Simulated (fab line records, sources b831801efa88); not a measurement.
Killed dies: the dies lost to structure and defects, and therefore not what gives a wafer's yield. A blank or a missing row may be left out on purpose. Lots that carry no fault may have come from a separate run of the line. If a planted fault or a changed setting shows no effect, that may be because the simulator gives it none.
8D (eight disciplines) problem report, filled in by code :: flow sfq_line :: the parts of the form that need people (team, actions taken, sign-off) are left out

## 1. WHAT WENT WRONG
Wafers with no fault read 80.01 W with a standard deviation of 0.23, whereas bias_w at SFQ_TRILAYER_C5_BARC_OPEN_VIA_ETCH_210 reads a mean of 67.73 W on 1 wafer of 1 lot. Relative to the usual mean, that is a shift of -53 standard deviations.
The step: etches BARC in O2, target depth 125 nm, time 41.7 s.
Earliest sighting: wafer L595.5 on rie_diel-03 at day 72 13:09. The record holds 39 wafers of 13 lots with a number at this step. Rule for "out", or "out of limits": more than 4 standard deviations from the usual mean. The rest of the wafers with a number are treated as sound.

## 2. WHAT IT IS, AND WHAT IT ISN'T
question: which readings at this step
is: bias_w
is not: drypump_motor_current_A, oes_product_au

question: which lots
is: L595
is not: L589, L590, L596, L601, L603, L604, L605, L606, L608, L609, L610, L612

question: which wafers of those lots
is: L595.5
is not: L595.1, L595.2

question: read on which tools
is: rie_diel-03
is not: rie_diel-01, rie_diel-04

question: when
is: from day 72 13:09
is not: up to then (8 sound wafers); but 30 sound wafers of L596, L601, L603, L604, L605, L606, L608, L609, L610, L612 came after

## 3. WHAT RULES OUT EACH SUSPECT
Counting: a tool at a process step up to the reading stays a suspect if it ran every lot that is out. Sound lots after the first of them don't rule it out here, since some wafers of a struck lot are sound.
- pecvd-02 at SFQ_TRILAYER_I3_DEP_PECVD_081 (deposits SiO2 from SiH4/N2O, time 111.11 s, target thk 500 nm): kept. It ran the lot that is out, L595 (day 45 02:35).
- rie_diel-03 at SFQ_TRILAYER_C5_BARC_OPEN_VIA_ETCH_210 (etches BARC in O2, target depth 125 nm, time 41.7 s): kept. It ran the lot that is out, L595 (day 72 13:09); its last sound lot up to then is L590 (day 69 10:38). On those wafers its own readings are out: bias_w.
- At SFQ_TRILAYER_C5_BARC_OPEN_VIA_ETCH_210, inside rie_diel-03: chamber 1 took the wafers that are out, while their sound lot-mates went through chambers 2, 3.
Remaining after the count are pecvd-02 at SFQ_TRILAYER_I3_DEP_PECVD_081 and rie_diel-03 at SFQ_TRILAYER_C5_BARC_OPEN_VIA_ETCH_210.

## 4. THE CAUSE (what the simulator had put in)
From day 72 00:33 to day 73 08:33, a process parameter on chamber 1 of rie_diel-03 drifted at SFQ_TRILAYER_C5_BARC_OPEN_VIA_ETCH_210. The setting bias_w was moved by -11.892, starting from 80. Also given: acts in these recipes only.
Of the 2 suspects that counting leaves, this tool is one.

## 5. THE CHAIN OF EFFECTS, in route order
Each row: a reading whose mean over the struck wafers that have a number lies more than 3 standard deviations from the usual. Scope: only readings with a usual standard deviation given in the record; hours: median across lots of the time from each lot's start at the first step in this table that gives one to its start at this step; sigmas: change in usual standard deviations.
hours: 0
step: SFQ_TRILAYER_C5_BARC_OPEN_VIA_ETCH_210
reading: bias_w
usual: 80.01 W
on struck wafers: 67.73
change: -12.28
sigmas: -53
Here are the process steps it includes:
- SFQ_TRILAYER_C5_BARC_OPEN_VIA_ETCH_210: etches BARC in O2, target depth 125 nm, time 41.7 s.

## 6. HOW IT WOULD HAVE BEEN CAUGHT EARLIER
13 hours passed between the start of the fault at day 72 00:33 and the first reading out of limits in this record, taken at day 72 13:09.
